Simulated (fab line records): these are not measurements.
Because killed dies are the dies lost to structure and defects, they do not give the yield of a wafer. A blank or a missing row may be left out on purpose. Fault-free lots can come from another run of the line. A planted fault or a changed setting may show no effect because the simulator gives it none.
Chamber matching -- flow gf180mcu -- GF_POLY_GATE_ETCH_13 on rie si-01: 4 sister chambers
The step etches poly-Si in HBr/Cl2, stops on SiO2, target depth 198.5 nm, time 69.6 s. 8 wafers are shown with their chamber, then 8 later ones without.

## WAFERS, EACH WITH ITS CHAMBER
wafer,chamber,drypump motor current A (A),oes product au (a.u.)
L144.5,0,4.9,0.994
L146.3,1,6.2,0.985
L146.5,3,6.5,0.985
L146.6,0,4.9,0.996
L147.1,2,6.0,0.993
L147.3,1,6.3,0.977
L147.4,2,6.0,0.985
L157.2,3,6.4,0.995

## WAFERS WHOSE CHAMBER IS MISSING
wafer,drypump motor current A (A),oes product au (a.u.)
L157.3,4.8,1.001
L157.4,6.5,0.999
L158.2,6.2,0.990
L158.3,4.9,0.991
L158.5,4.9,1.006
L162.3,6.2,0.986
L162.4,6.0,0.996
L162.5,6.3,0.985

## CHAMBER TAKEN BY EACH
wafer,from the rows above,in truth
L157.3,0,0
L157.4,3,3
L158.2,1,1
L158.3,0,0
L158.5,0,0
L162.3,1,1
L162.4,2,2
L162.5,can't be placed: 1 or 3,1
Correctly placed: 7 of 8. These rows do not allow placing 1 (true chamber among the candidates in 1). Number placed wrongly: 0.
How it was worked out, from the rows above alone: a wafer's distance from a chamber is the root of the sum, over the readings, of the square of ((its reading less the chamber's mean) divided by the reading's scatter). The wafer belongs to the nearest chamber; if the next one is less than 2 further off, it can't be placed. Each chamber's mean is taken over the wafers shown for it. The scatter is the square root of a quotient: the sum, over the shown wafers, of each reading's squared deviation from its chamber's mean, divided by wafers minus chambers.
